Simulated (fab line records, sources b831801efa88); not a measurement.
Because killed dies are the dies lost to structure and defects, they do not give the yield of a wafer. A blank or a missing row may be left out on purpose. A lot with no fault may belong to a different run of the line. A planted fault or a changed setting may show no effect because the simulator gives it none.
Problem report, 8D (eight disciplines) form, completed by code    flow gf180mcu    the parts of the form that need people (team, actions taken, sign-off) are left out

1. WHAT IS WRONG
Mean POLY_GATE_CVD_00_THK at GF_POLY_GATE_THK_MEAS_01: 166.9 nm over 9 wafers in 3 lots; fault-free wafers: 199.6 nm, standard deviation 2.3. That puts it -14 standard deviations away from the usual mean.
The first sign was on wafer L741.1 at day 12 20:44, on filmMetro-03. The record has a number at this step for 33 wafers belonging to 11 lots. Rule for "out", or "out of limits": more than 4 standard deviations from the usual mean. The other wafers with a number count as sound.

2. WHAT IT IS; WHAT IT IS NOT
question                     is                          is not
which readings at this step  POLY_GATE_CVD_00_THK        -
which lots                   L741, L742, L744            L729, L730, L731, L734, L736, L739, L740, L748
which wafers of those lots   all that have a number      -
read on which gauges         filmMetro-03, filmMetro-04  filmMetro-01
when                         from day 12 20:44           up to then (21 sound wafers); but 3 sound wafers of L748 came after

3. WHAT RULES OUT EACH SUSPECT
Counting: a tool stays on the suspect list if, at a process step up to the reading, it processed all lots that are out and no sound lot following the first of them.
- the gauge at GF_POLY_GATE_THK_MEAS_01: ruled out. The wafers that are out were read on 2 gauges (filmMetro-03, filmMetro-04).
- lpcvd-01 at GF_POLY_GATE_CVD_00 (deposits poly-Si, target thk 200 nm, time 1200 s): kept. It ran every lot that is out, first L741 (day 12 19:24), and no sound lot after that; its last sound lot up to then is L740 (day 12 14:55). Its own readings are out on those wafers: spikeTcLowerC, spikeTcUpperC.
Remaining after the count: lpcvd-01 at GF_POLY_GATE_CVD_00.

4. THE CAUSE (what the simulator had put in)
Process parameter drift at GF_POLY_GATE_CVD_00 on lpcvd-01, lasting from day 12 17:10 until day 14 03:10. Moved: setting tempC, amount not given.
After counting, this tool was the only one left.

5. THE CHAIN OF EFFECTS, in route order
One row per reading whose mean, taken over the struck wafers that have a number, lies over 3 standard deviations from the usual. Readings are gone through only where the record gives a usual standard deviation; hours: the median, over the lots, of the time from a lot's start at the first step in this table giving one to that lot's start at this step; sigmas: the change measured in usual standard deviations.
hours  step                      reading               usual       on struck wafers  change  sigmas
0      GF_POLY_GATE_CVD_00       spikeTcCentreC        620.7 C     614.4             -6.3    -4.2
0      GF_POLY_GATE_CVD_00       spikeTcLowerC         620.1 C     611.9             -8.2    -7.5
0      GF_POLY_GATE_CVD_00       spikeTcTopC           638.8 C     631.8             -7.0    -4.1
0      GF_POLY_GATE_CVD_00       spikeTcUpperC         619.3 C     611.5             -7.8    -7.1
1      GF_POLY_GATE_THK_MEAS_01  POLY_GATE_CVD_00_THK  199.6 nm    166.9             -32.7   -14
22     GF_POLY_GATE_ETCH_13      oesProductAu          0.990 a.u.  0.879             -0.111  -13
Its process steps:
- GF_POLY_GATE_CVD_00: deposits poly-Si, target thk 200 nm, time 1200 s.
- GF_POLY_GATE_ETCH_13: etches poly-Si in HBr/Cl2, stops on SiO2, target depth 198.5 nm, time 69.6 s.
Later steps that measure or inspect, where all struck wafers having a row at the step show a number for every such reading and not one has moved that far: GF_NSD_TW_MEAS_12.

6. WHAT WOULD HAVE CAUGHT IT SOONER
In this record the first reading out of limits at a measuring or inspecting step was taken at day 12 20:44, 4 hours after the fault began at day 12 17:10.
At GF_POLY_GATE_CVD_00, the tool's own readings (spikeTcLowerC, spikeTcUpperC) were out on each struck wafer the step has a row for, so an alarm limit on them would have fired on the first such wafer.
Of the lots that are out (3), L742, L744 began GF_POLY_GATE_CVD_00 on lpcvd-01 after day 12 20:44. A hold on the tool at that time would have spared those 2.
